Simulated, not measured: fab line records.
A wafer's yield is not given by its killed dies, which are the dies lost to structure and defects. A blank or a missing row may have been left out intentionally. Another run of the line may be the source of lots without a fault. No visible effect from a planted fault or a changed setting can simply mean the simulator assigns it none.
Which tool was responsible? || flow sky130 || Sampling: 6 lots, 18 wafers, 3 of 708 route steps

WHAT THE GAUGES READ, wafer by wafer
SKY_GATE_OXIDE_TW_MEAS_14.
{"lot": "L154", "measured": "day 15 00:24", "on": "film-metro-01", "GATE_OXIDE_TW": "223.4 224.1 224.0"}
{"lot": "L157", "measured": "day 15 20:00", "on": "film-metro-03", "GATE_OXIDE_TW": "220.0 220.1 219.6"}
{"lot": "L164", "measured": "day 19 03:36", "on": "film-metro-03", "GATE_OXIDE_TW": "220.7 222.0 221.0"}
{"lot": "L169", "measured": "day 19 23:14", "on": "film-metro-03", "GATE_OXIDE_TW": "219.8 219.6 219.3"}
{"lot": "L172", "measured": "day 21 05:17", "on": "film-metro-03", "GATE_OXIDE_TW": "223.2 223.0 222.5"}
{"lot": "L175", "measured": "day 22 07:10", "on": "film-metro-01", "GATE_OXIDE_TW": "223.3 223.5 223.1"}

TOOL THAT RAN EACH LOT (tool first, then ch and the chambers of the sampled wafers, then the start)
{"lot": "L154", "SKY_VT_ADJUST_PCH_STRIP_09": "plasma-asher-01 ch 0,1, day 11 08:59", "SKY_GATE_OXIDE_IMPLANT_11": "implanter-02 ch 0, day 15 00:03"}
{"lot": "L157", "SKY_VT_ADJUST_PCH_STRIP_09": "plasma-asher-04 ch 0,1, day 12 03:07", "SKY_GATE_OXIDE_IMPLANT_11": "implanter-04 ch 0, day 15 19:40"}
{"lot": "L164", "SKY_VT_ADJUST_PCH_STRIP_09": "plasma-asher-02 ch 0,1, day 14 12:05", "SKY_GATE_OXIDE_IMPLANT_11": "implanter-03 ch 0, day 19 03:17"}
{"lot": "L169", "SKY_VT_ADJUST_PCH_STRIP_09": "plasma-asher-04 ch 0,1, day 15 21:37", "SKY_GATE_OXIDE_IMPLANT_11": "implanter-04 ch 0, day 19 22:53"}
{"lot": "L172", "SKY_VT_ADJUST_PCH_STRIP_09": "plasma-asher-04 ch 0,1, day 17 00:50", "SKY_GATE_OXIDE_IMPLANT_11": "implanter-03 ch 0, day 21 04:57"}
{"lot": "L175", "SKY_VT_ADJUST_PCH_STRIP_09": "plasma-asher-04 ch 1, day 18 04:06", "SKY_GATE_OXIDE_IMPLANT_11": "implanter-03 ch 0, day 22 06:49"}
- SKY_VT_ADJUST_PCH_STRIP_09: strips in O2/N2.
- SKY_GATE_OXIDE_IMPLANT_11

THE ANSWER, worked out from the rows above alone
Rule: the usual values come from the lots themselves. The widest of any qualifying gaps counts: lots, ordered by their means at a reading, are off when they make up no more than a third of the lots, leave a main group of 4 or more, and stand apart from it by 3 or more times the standard deviation of that group's means. Not used: any main group whose means are identical at the precision the tables above print for the reading. Also off: a lot with no number at a reading for which 4 or more lots have one. Where the step has rows for the other lots, those lots are counted as sound.
Nothing can be told from this: no lot is off at any reading shown.

WHAT THE SIMULATOR HAD PUT IN
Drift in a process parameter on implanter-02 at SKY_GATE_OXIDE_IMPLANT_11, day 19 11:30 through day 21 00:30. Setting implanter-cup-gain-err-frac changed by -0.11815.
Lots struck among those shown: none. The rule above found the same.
